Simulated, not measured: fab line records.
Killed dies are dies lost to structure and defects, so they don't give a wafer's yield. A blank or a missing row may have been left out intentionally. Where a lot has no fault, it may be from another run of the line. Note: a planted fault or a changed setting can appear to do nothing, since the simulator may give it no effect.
Which of the tools did it? :: flow gf180mcu :: 72 wafers from 24 lots sampled at 6 of the route's 602 steps

## WHAT EACH GAUGE READ, for each wafer
GF_STI_THK_MEAS_04. Usual: STI_CVD_03_THK gives 206.8 nm (standard deviation 1.9).
lot: L074
measured: day 1 13:34
on: film_metro-01
STI_CVD_03_THK (nm): 205.9 205.7 205.8
flag: 

lot: L075
measured: day 1 18:34
on: film_metro-04
STI_CVD_03_THK (nm): 204.6 206.1 206.2
flag: 

lot: L076
measured: day 2 00:00
on: film_metro-04
STI_CVD_03_THK (nm): 208.4 207.7 207.7
flag: 

lot: L077
measured: day 2 04:34
on: film_metro-02
STI_CVD_03_THK (nm): 205.8 207.4 207.0
flag: 

lot: L078
measured: day 2 09:34
on: film_metro-02
STI_CVD_03_THK (nm): 204.7 204.2 204.3
flag: 

lot: L079
measured: day 2 14:43
on: film_metro-01
STI_CVD_03_THK (nm): 207.6 208.0 207.4
flag: 

lot: L080
measured: day 2 19:34
on: film_metro-02
STI_CVD_03_THK (nm): 207.8 207.6 210.2
flag: 

lot: L081
measured: day 3 00:56
on: film_metro-02
STI_CVD_03_THK (nm): 209.0 208.2 208.6
flag: 

lot: L082
measured: day 3 07:45
on: film_metro-04
STI_CVD_03_THK (nm): 207.2 209.3 207.2
flag: 

lot: L083
measured: day 3 10:34
on: film_metro-01
STI_CVD_03_THK (nm): 205.2 205.8 205.6
flag: 

lot: L084
measured: day 3 15:35
on: film_metro-02
STI_CVD_03_THK (nm): 207.1 208.2 205.7
flag: 

lot: L085
measured: day 3 20:38
on: film_metro-02
STI_CVD_03_THK (nm): 205.1 206.7 204.0
flag: 

lot: L086
measured: day 4 02:02
on: film_metro-02
STI_CVD_03_THK (nm): 205.2 203.5 203.3
flag: 

lot: L087
measured: day 4 07:18
on: film_metro-02
STI_CVD_03_THK (nm): 207.8 207.1 205.4
flag: 

lot: L088
measured: day 4 12:01
on: film_metro-04
STI_CVD_03_THK (nm): 202.6 202.1 203.5
flag: 

lot: L089
measured: day 4 16:35
on: film_metro-02
STI_CVD_03_THK (nm): 207.0 208.9 208.4
flag: 

lot: L090
measured: day 4 21:34
on: film_metro-02
STI_CVD_03_THK (nm): 210.2 212.2 210.6
flag: 

lot: L091
measured: day 5 02:34
on: film_metro-04
STI_CVD_03_THK (nm): 205.6 205.9 204.9
flag: 

lot: L092
measured: day 5 07:35
on: film_metro-04
STI_CVD_03_THK (nm): 208.0 207.8 209.2
flag: 

lot: L093
measured: day 5 12:34
on: film_metro-01
STI_CVD_03_THK (nm): 208.9 208.6 209.0
flag: 

lot: L094
measured: day 5 17:34
on: film_metro-04
STI_CVD_03_THK (nm): 206.1 207.3 208.0
flag: 

lot: L095
measured: day 6 00:28
on: film_metro-04
STI_CVD_03_THK (nm): 206.4 207.6 207.5
flag: 

lot: L096
measured: day 6 07:05
on: film_metro-01
STI_CVD_03_THK (nm): 204.1 204.9 206.3
flag: 

lot: L097
measured: day 6 12:26
on: film_metro-01
STI_CVD_03_THK (nm): 206.7 208.3 206.6
flag: 

GF_V2_THK_MEAS_25: measures by xrf. Usual: V2_W_THK gives 357 nm (standard deviation 6.1).
lot: L074
measured: day 20 11:43
on: film_metro-04
V2_W_THK (nm): 353 362 361
flag: 

lot: L075
measured: day 20 18:34
on: film_metro-01
V2_W_THK (nm): 359 357 360
flag: 

lot: L076
measured: day 21 06:31
on: film_metro-01
V2_W_THK (nm): 361 354 364
flag: 

lot: L077
measured: day 21 05:53
on: film_metro-04
V2_W_THK (nm): 357 357 361
flag: 

lot: L078
measured: day 21 23:43
on: film_metro-03
V2_W_THK (nm): 346 345 349
flag: 

lot: L079
measured: day 22 01:29
on: film_metro-04
V2_W_THK (nm): 364 362 356
flag: 

lot: L080
measured: day 22 08:55
on: film_metro-03
V2_W_THK (nm): 361 361 357
flag: 

lot: L081
measured: day 22 14:19
on: film_metro-01
V2_W_THK (nm): 346 347 353
flag: 

lot: L082
measured: day 23 02:24
on: film_metro-01
V2_W_THK (nm): 350 353 349
flag: 

lot: L083
measured: day 23 17:05
on: film_metro-03
V2_W_THK (nm): 365 354 358
flag: 

lot: L084
measured: day 23 19:21
on: film_metro-04
V2_W_THK (nm): 358 357 358
flag: 

lot: L085
measured: day 23 22:40
on: film_metro-03
V2_W_THK (nm): 364 351 359
flag: 

lot: L086
measured: day 24 11:53
on: film_metro-03
V2_W_THK (nm): 353 348 349
flag: 

lot: L087
measured: day 24 21:51
on: film_metro-03
V2_W_THK (nm): 344 348 354
flag: 

lot: L088
measured: day 25 01:20
on: film_metro-04
V2_W_THK (nm): 360 359 365
flag: 

lot: L089
measured: day 25 09:16
on: film_metro-04
V2_W_THK (nm): 372 367 363
flag: 

lot: L090
measured: day 25 14:55
on: film_metro-01
V2_W_THK (nm): 350 349 354
flag: 

lot: L091
measured: day 26 05:26
on: film_metro-04
V2_W_THK (nm): 363 361 375
flag: 

lot: L092
measured: day 26 14:31
on: film_metro-04
V2_W_THK (nm): 358 356 357
flag: 

lot: L093
measured: day 26 19:10
on: film_metro-04
V2_W_THK (nm): 365 365 360
flag: 

lot: L094
measured: day 27 10:55
on: film_metro-01
V2_W_THK (nm): 358 354 353
flag: 

lot: L095
measured: day 27 23:49
on: film_metro-04
V2_W_THK (nm): 361 362 363
flag: 

lot: L096
measured: day 27 21:55
on: film_metro-03
V2_W_THK (nm): 353 351 355
flag: 

lot: L097
measured: day 28 04:47
on: film_metro-01
V2_W_THK (nm): 355 350 353
flag: 

GF_MIM_THK_MEAS_06. Usual: MIM_CVD_05_THK gives 42.1 nm (standard deviation 0.47).
lot: L074
measured: day 24 13:58
on: film_metro-01
MIM_CVD_05_THK (nm): 41.5 42.6 42.9
flag: 

lot: L075
measured: day 24 21:05
on: film_metro-01
MIM_CVD_05_THK (nm): 41.7 42.5 42.7
flag: 

lot: L076
measured: day 25 07:52
on: film_metro-03
MIM_CVD_05_THK (nm): 41.9 41.8 42.4
flag: 

lot: L077
measured: day 25 07:31
on: film_metro-03
MIM_CVD_05_THK (nm): 42.0 41.7 42.4
flag: 

lot: L078
measured: day 26 00:29
on: film_metro-02
MIM_CVD_05_THK (nm): 41.6 42.1 42.3
flag: 

lot: L079
measured: day 26 00:48
on: film_metro-02
MIM_CVD_05_THK (nm): 41.9 42.5 42.0
flag: 

lot: L080
measured: day 26 08:33
on: film_metro-03
MIM_CVD_05_THK (nm): 42.3 42.8 42.8
flag: 

lot: L081
measured: day 26 12:16
on: film_metro-01
MIM_CVD_05_THK (nm): 42.1 43.0 42.5
flag: 

lot: L082
measured: day 27 00:59
on: film_metro-03
MIM_CVD_05_THK (nm): 41.5 42.5 42.3
flag: 

lot: L083
measured: day 27 13:53
on: film_metro-01
MIM_CVD_05_THK (nm): 41.8 41.9 41.5
flag: 

lot: L084
measured: day 27 17:36
on: film_metro-02
MIM_CVD_05_THK (nm): 42.4 42.8 42.2
flag: 

lot: L085
measured: day 27 19:36
on: film_metro-03
MIM_CVD_05_THK (nm): 41.9 41.7 42.0
flag: 

lot: L086
measured: day 28 09:05
on: film_metro-02
MIM_CVD_05_THK (nm): 41.4 41.8 42.2
flag: 

lot: L087
measured: day 28 15:52
on: film_metro-02
MIM_CVD_05_THK (nm): 42.0 42.1 42.2
flag: 

lot: L088
measured: day 28 20:17
on: film_metro-02
MIM_CVD_05_THK (nm): 41.6 41.6 42.4
flag: 

lot: L089
measured: day 29 02:43
on: film_metro-02
MIM_CVD_05_THK (nm): 41.8 41.9 42.4
flag: 

lot: L090
measured: day 29 06:39
on: film_metro-02
MIM_CVD_05_THK (nm): 42.2 43.9 42.8
flag: 

lot: L091
measured: day 29 20:05
on: film_metro-03
MIM_CVD_05_THK (nm): 42.4 41.8 43.1
flag: 

lot: L092
measured: day 30 03:55
on: film_metro-03
MIM_CVD_05_THK (nm): 42.9 42.9 42.7
flag: 

lot: L093
measured: day 30 09:11
on: film_metro-03
MIM_CVD_05_THK (nm): 42.0 41.7 42.5
flag: 

lot: L094
measured: day 30 22:25
on: film_metro-03
MIM_CVD_05_THK (nm): 41.6 41.7 41.8
flag: 

lot: L095
measured: day 31 09:16
on: film_metro-01
MIM_CVD_05_THK (nm): 41.7 41.0 42.0
flag: 

lot: L096
measured: day 31 07:16
on: film_metro-03
MIM_CVD_05_THK (nm): 41.8 41.7 42.3
flag: 

lot: L097
measured: day 31 14:58
on: film_metro-02
MIM_CVD_05_THK (nm): 41.6 41.5 42.0
flag: 

GF_V5_THK_MEAS_01. Usual: V5_CVD_00_THK gives 301.1 nm (standard deviation 2.8).
lot: L074
measured: day 26 09:25
on: film_metro-01
V5_CVD_00_THK (nm): 302.1 302.4 305.3
flag: 

lot: L075
measured: day 26 17:27
on: film_metro-01
V5_CVD_00_THK (nm): 300.8 306.2 304.2
flag: 

lot: L076
measured: day 27 03:52
on: film_metro-02
V5_CVD_00_THK (nm): 299.6 300.9 301.1
flag: 

lot: L077
measured: day 27 03:08
on: film_metro-01
V5_CVD_00_THK (nm): 296.7 303.3 297.2
flag: 

lot: L078
measured: day 27 19:53
on: film_metro-02
V5_CVD_00_THK (nm): 300.4 301.6 300.7
flag: 

lot: L079
measured: day 27 20:33
on: film_metro-01
V5_CVD_00_THK (nm): 298.2 301.7 299.7
flag: 

lot: L080
measured: day 28 03:47
on: film_metro-04
V5_CVD_00_THK (nm): 298.2 296.7 297.3
flag: 

lot: L081
measured: day 28 07:23
on: film_metro-04
V5_CVD_00_THK (nm): 306.4 307.7 308.0
flag: 

lot: L082
measured: day 28 19:14
on: film_metro-01
V5_CVD_00_THK (nm): 300.5 298.3 296.7
flag: 

lot: L083
measured: day 29 05:54
on: film_metro-04
V5_CVD_00_THK (nm): 296.6 303.8 299.1
flag: 

lot: L084
measured: day 29 10:36
on: film_metro-01
V5_CVD_00_THK (nm): 306.9 303.1 309.2
flag: 

lot: L085
measured: day 29 13:02
on: film_metro-04
V5_CVD_00_THK (nm): 300.2 301.4 301.9
flag: 

lot: L086
measured: day 30 00:44
on: film_metro-02
V5_CVD_00_THK (nm): 302.3 300.6 302.3
flag: 

lot: L087
measured: day 30 06:51
on: film_metro-02
V5_CVD_00_THK (nm): 297.0 299.3 304.9
flag: 

lot: L088
measured: day 30 11:09
on: film_metro-01
V5_CVD_00_THK (nm): 307.0 303.6 304.6
flag: 

lot: L089
measured: day 30 17:03
on: film_metro-04
V5_CVD_00_THK (nm): 302.5 302.0 297.5
flag: 

lot: L090
measured: day 30 20:56
on: film_metro-04
V5_CVD_00_THK (nm): 296.1 297.3 300.5
flag: 

lot: L091
measured: day 31 09:29
on: film_metro-01
V5_CVD_00_THK (nm): 295.4 299.7 299.1
flag: 

lot: L092
measured: day 31 15:37
on: film_metro-01
V5_CVD_00_THK (nm): 303.7 300.2 302.8
flag: 

lot: L093
measured: day 31 22:00
on: film_metro-01
V5_CVD_00_THK (nm): 296.9 299.3 299.1
flag: 

lot: L094
measured: day 32 10:11
on: film_metro-01
V5_CVD_00_THK (nm): 304.6 299.6 302.6
flag: 

lot: L095
measured: day 32 19:38
on: film_metro-02
V5_CVD_00_THK (nm): 299.4 298.8 296.7
flag: 

lot: L096
measured: day 32 18:14
on: film_metro-04
V5_CVD_00_THK (nm): 300.5 299.5 301.3
flag: 

lot: L097
measured: day 33 02:02
on: film_metro-02
V5_CVD_00_THK (nm): 305.3 300.4 301.1
flag: 

## WHAT TOOL EACH LOT RAN ON (gives the tool, then ch and the chambers of the sampled wafers, and finally the start)
lot: L074
GF_V2_CMP_04: cmp-02 ch 1,3, day 19 09:46
GF_V4_ETCH_16: rie_diel-03 ch 1,2, day 24 12:21

lot: L075
GF_V2_CMP_04: cmp-02 ch 0,1,2, day 19 17:34
GF_V4_ETCH_16: rie_diel-02 ch 1,2,3, day 24 19:26

lot: L076
GF_V2_CMP_04: cmp-01 ch 0,2,3, day 20 05:16
GF_V4_ETCH_16: rie_diel-02 ch 0,1,3, day 25 06:14

lot: L077
GF_V2_CMP_04: cmp-02 ch 1,2, day 20 04:41
GF_V4_ETCH_16: rie_diel-01 ch 1,2, day 25 05:53

lot: L078
GF_V2_CMP_04: cmp-01 ch 1,2,3, day 20 23:10
GF_V4_ETCH_16: rie_diel-03 ch 0,2, day 25 22:48

lot: L079
GF_V2_CMP_04: cmp-02 ch 0,1,2, day 21 00:50
GF_V4_ETCH_16: rie_diel-02 ch 1,2,3, day 25 23:09

lot: L080
GF_V2_CMP_04: cmp-01 ch 0,1,3, day 21 09:14
GF_V4_ETCH_16: rie_diel-02 ch 0,2, day 26 06:54

lot: L081
GF_V2_CMP_04: cmp-02 ch 0,3, day 21 14:35
GF_V4_ETCH_16: rie_diel-03 ch 0,2,3, day 26 10:32

lot: L082
GF_V2_CMP_04: cmp-02 ch 0,1, day 22 02:17
GF_V4_ETCH_16: rie_diel-03 ch 0,1, day 26 23:21

lot: L083
GF_V2_CMP_04: cmp-01 ch 0,1,3, day 22 17:01
GF_V4_ETCH_16: rie_diel-03 ch 1,2,3, day 27 12:16

lot: L084
GF_V2_CMP_04: cmp-01 ch 2,3, day 22 19:17
GF_V4_ETCH_16: rie_diel-02 ch 0,1,3, day 27 15:44

lot: L085
GF_V2_CMP_04: cmp-01 ch 0,2,3, day 22 22:20
GF_V4_ETCH_16: rie_diel-01 ch 1,2,3, day 27 17:58

lot: L086
GF_V2_CMP_04: cmp-01 ch 0,2,3, day 23 12:14
GF_V4_ETCH_16: rie_diel-03 ch 0,1,3, day 28 07:23

lot: L087
GF_V2_CMP_04: cmp-02 ch 0,3, day 23 21:55
GF_V4_ETCH_16: rie_diel-02 ch 0,2, day 28 14:15

lot: L088
GF_V2_CMP_04: cmp-02 ch 1,2,3, day 24 01:48
GF_V4_ETCH_16: rie_diel-03 ch 0,1,3, day 28 18:35

lot: L089
GF_V2_CMP_04: cmp-02 ch 0,2,3, day 24 09:20
GF_V4_ETCH_16: rie_diel-03 ch 1,2,3, day 29 01:01

lot: L090
GF_V2_CMP_04: cmp-01 ch 0,2,3, day 24 15:25
GF_V4_ETCH_16: rie_diel-02 ch 0,1, day 29 04:42

lot: L091
GF_V2_CMP_04: cmp-02 ch 1,2,3, day 25 06:23
GF_V4_ETCH_16: rie_diel-01 ch 1,2,3, day 29 18:27

lot: L092
GF_V2_CMP_04: cmp-01 ch 0,1, day 25 15:32
GF_V4_ETCH_16: rie_diel-02 ch 1, day 30 02:04

lot: L093
GF_V2_CMP_04: cmp-02 ch 0,1,2, day 25 20:39
GF_V4_ETCH_16: rie_diel-02 ch 1,3, day 30 07:30

lot: L094
GF_V2_CMP_04: cmp-01 ch 0,2,3, day 26 12:31
GF_V4_ETCH_16: rie_diel-02 ch 0,1,3, day 30 20:48

lot: L095
GF_V2_CMP_04: cmp-02 ch 1,2, day 27 02:16
GF_V4_ETCH_16: rie_diel-01 ch 2,3, day 31 07:39

lot: L096
GF_V2_CMP_04: cmp-01 ch 0,1,3, day 26 23:17
GF_V4_ETCH_16: rie_diel-02 ch 0,1,3, day 31 05:19

lot: L097
GF_V2_CMP_04: cmp-02 ch 0,2,3, day 27 06:47
GF_V4_ETCH_16: rie_diel-03 ch 0,3, day 31 13:19
- GF_V2_CMP_04: polishes SiO2.
- GF_V4_ETCH_16: etches BARC in N2/H2.

## AS READ BY THE TOOLS THEMSELVES (means over the sampled wafers that have a number; for cases with no such wafer, the mark the record gives instead)
GF_V2_CMP_04. Usual: motor_current_A 10.8 A, standard deviation 1; time_to_endpoint_s 82 s, standard deviation 4.9.
lot: L074
tool: cmp-02
motor_current_A (A): 11.6
time_to_endpoint_s (s): 83
flag: 

lot: L075
tool: cmp-02
motor_current_A (A): 11.5
time_to_endpoint_s (s): 81
flag: 

lot: L076
tool: cmp-01
motor_current_A (A): 9.9
time_to_endpoint_s (s): 82
flag: 

lot: L077
tool: cmp-02
motor_current_A (A): 11.4
time_to_endpoint_s (s): 83
flag: 

lot: L078
tool: cmp-01
motor_current_A (A): 10.1
time_to_endpoint_s (s): 82
flag: 

lot: L079
tool: cmp-02
motor_current_A (A): 11.1
time_to_endpoint_s (s): 87
flag: 

lot: L080
tool: cmp-01
motor_current_A (A): 10.6
time_to_endpoint_s (s): 82
flag: 

lot: L081
tool: cmp-02
motor_current_A (A): 10.9
time_to_endpoint_s (s): 87
flag: 

lot: L082
tool: cmp-02
motor_current_A (A): 10.4
time_to_endpoint_s (s): 87
flag: 

lot: L083
tool: cmp-01
motor_current_A (A): 10.6
time_to_endpoint_s (s): 80
flag: 

lot: L084
tool: cmp-01
motor_current_A (A): 9.2
time_to_endpoint_s (s): 85
flag: 

lot: L085
tool: cmp-01
motor_current_A (A): 10.1
time_to_endpoint_s (s): 80
flag: 

lot: L086
tool: cmp-01
motor_current_A (A): 9.9
time_to_endpoint_s (s): 76
flag: 

lot: L087
tool: cmp-02
motor_current_A (A): 10.9
time_to_endpoint_s (s): 85
flag: 

lot: L088
tool: cmp-02
motor_current_A (A): 11.4
time_to_endpoint_s (s): 86
flag: 

lot: L089
tool: cmp-02
motor_current_A (A): 11.1
time_to_endpoint_s (s): 89
flag: 

lot: L090
tool: cmp-01
motor_current_A (A): 9.9
time_to_endpoint_s (s): 85
flag: 

lot: L091
tool: cmp-02
motor_current_A (A): 11.6
time_to_endpoint_s (s): 77
flag: 

lot: L092
tool: cmp-01
motor_current_A (A): 11.9
time_to_endpoint_s (s): 80
flag: 

lot: L093
tool: cmp-02
motor_current_A (A): 10.5
time_to_endpoint_s (s): 75
flag: 

lot: L094
tool: cmp-01
motor_current_A (A): 9.7
time_to_endpoint_s (s): 83
flag: 

lot: L095
tool: cmp-02
motor_current_A (A): 12.0
time_to_endpoint_s (s): 77
flag: 

lot: L096
tool: cmp-01
motor_current_A (A): 10.8
time_to_endpoint_s (s): 75
flag: 

lot: L097
tool: cmp-02
motor_current_A (A): 11.2
time_to_endpoint_s (s): 83
flag: 

GF_V4_ETCH_16. Usual: drypump_motor_current_A 5.7 A, standard deviation 0.39; oes_product_au 0.854 a.u., standard deviation 0.0049; rf_fwd_power_W 494.3 W, standard deviation 2.1; throttle_valve_pct 13.224 %, standard deviation 0.0089.
lot: L074
tool: rie_diel-03
drypump_motor_current_A (A): 5.8
oes_product_au (a.u.): 0.852
rf_fwd_power_W (W): 493.2
throttle_valve_pct (%): 13.221
flag: 

lot: L075
tool: rie_diel-02
drypump_motor_current_A (A): 5.6
oes_product_au (a.u.): 0.855
rf_fwd_power_W (W): 495.0
throttle_valve_pct (%): 13.227
flag: 

lot: L076
tool: rie_diel-02
drypump_motor_current_A (A): 5.5
oes_product_au (a.u.): 0.852
rf_fwd_power_W (W): 494.6
throttle_valve_pct (%): 13.227
flag: 

lot: L077
tool: rie_diel-01
drypump_motor_current_A (A): 5.7
oes_product_au (a.u.): 0.857
rf_fwd_power_W (W): 494.5
throttle_valve_pct (%): 13.216
flag: 

lot: L078
tool: rie_diel-03
drypump_motor_current_A (A): 6.0
oes_product_au (a.u.): 0.856
rf_fwd_power_W (W): 493.6
throttle_valve_pct (%): 13.228
flag: 

lot: L079
tool: rie_diel-02
drypump_motor_current_A (A): 5.5
oes_product_au (a.u.): 0.853
rf_fwd_power_W (W): 495.0
throttle_valve_pct (%): 13.227
flag: 

lot: L080
tool: rie_diel-02
drypump_motor_current_A (A): 5.8
oes_product_au (a.u.): 0.857
rf_fwd_power_W (W): 494.2
throttle_valve_pct (%): 13.225
flag: 

lot: L081
tool: rie_diel-03
drypump_motor_current_A (A): 6.1
oes_product_au (a.u.): 0.854
rf_fwd_power_W (W): 494.5
throttle_valve_pct (%): 13.219
flag: 

lot: L082
tool: rie_diel-03
drypump_motor_current_A (A): 5.8
oes_product_au (a.u.): 0.853
rf_fwd_power_W (W): 492.1
throttle_valve_pct (%): 13.225
flag: 

lot: L083
tool: rie_diel-03
drypump_motor_current_A (A): 6.0
oes_product_au (a.u.): 0.850
rf_fwd_power_W (W): 493.8
throttle_valve_pct (%): 13.219
flag: 

lot: L084
tool: rie_diel-02
drypump_motor_current_A (A): 5.5
oes_product_au (a.u.): 0.855
rf_fwd_power_W (W): 494.2
throttle_valve_pct (%): 13.223
flag: 

lot: L085
tool: rie_diel-01
drypump_motor_current_A (A): 5.8
oes_product_au (a.u.): 0.851
rf_fwd_power_W (W): 496.2
throttle_valve_pct (%): 13.220
flag: 

lot: L086
tool: rie_diel-03
drypump_motor_current_A (A): 6.0
oes_product_au (a.u.): 0.854
rf_fwd_power_W (W): 494.0
throttle_valve_pct (%): 13.234
flag: 

lot: L087
tool: rie_diel-02
drypump_motor_current_A (A): 5.8
oes_product_au (a.u.): 0.855
rf_fwd_power_W (W): 492.1
throttle_valve_pct (%): 13.228
flag: 

lot: L088
tool: rie_diel-03
drypump_motor_current_A (A): 6.1
oes_product_au (a.u.): 0.855
rf_fwd_power_W (W): 492.7
throttle_valve_pct (%): 13.220
flag: 

lot: L089
tool: rie_diel-03
drypump_motor_current_A (A): 6.0
oes_product_au (a.u.): 0.857
rf_fwd_power_W (W): 493.5
throttle_valve_pct (%): 13.229
flag: 

lot: L090
tool: rie_diel-02
drypump_motor_current_A (A): 5.6
oes_product_au (a.u.): 0.856
rf_fwd_power_W (W): 494.6
throttle_valve_pct (%): 13.225
flag: 

lot: L091
tool: rie_diel-01
drypump_motor_current_A (A): 5.8
oes_product_au (a.u.): 0.852
rf_fwd_power_W (W): 495.7
throttle_valve_pct (%): 13.218
flag: 

lot: L092
tool: rie_diel-02
drypump_motor_current_A (A): 5.5
oes_product_au (a.u.): 0.851
rf_fwd_power_W (W): 495.2
throttle_valve_pct (%): 13.221
flag: 

lot: L093
tool: rie_diel-02
drypump_motor_current_A (A): 5.3
oes_product_au (a.u.): 0.853
rf_fwd_power_W (W): 494.3
throttle_valve_pct (%): 13.222
flag: 

lot: L094
tool: rie_diel-02
drypump_motor_current_A (A): 5.5
oes_product_au (a.u.): 0.857
rf_fwd_power_W (W): 495.0
throttle_valve_pct (%): 13.218
flag: 

lot: L095
tool: rie_diel-01
drypump_motor_current_A (A): 6.1
oes_product_au (a.u.): 0.853
rf_fwd_power_W (W): 497.2
throttle_valve_pct (%): 13.225
flag: 

lot: L096
tool: rie_diel-02
drypump_motor_current_A (A): 5.5
oes_product_au (a.u.): 0.855
rf_fwd_power_W (W): 493.2
throttle_valve_pct (%): 13.228
flag: 

lot: L097
tool: rie_diel-03
drypump_motor_current_A (A): 6.2
oes_product_au (a.u.): 0.857
rf_fwd_power_W (W): 493.6
throttle_valve_pct (%): 13.225
flag: 

## THE ANSWER, worked out from the rows above alone
Rule: lot off if the mean of its wafers having a number is beyond 3 standard deviations from the usual mean. Also off: a lot with no number at a reading for which 4 or more lots have one. The other lots that the step has rows for count as sound. Order of review: gauges by route order, followed by the tools' own readings, for which a lot's mean as printed above is used. At the first step where some lot is off, the reading lying furthest off is the one used; lots without a number count as furthest.
Nothing can be told from this: no lot is off at any reading shown.

## WHAT THE SIMULATOR PUT IN
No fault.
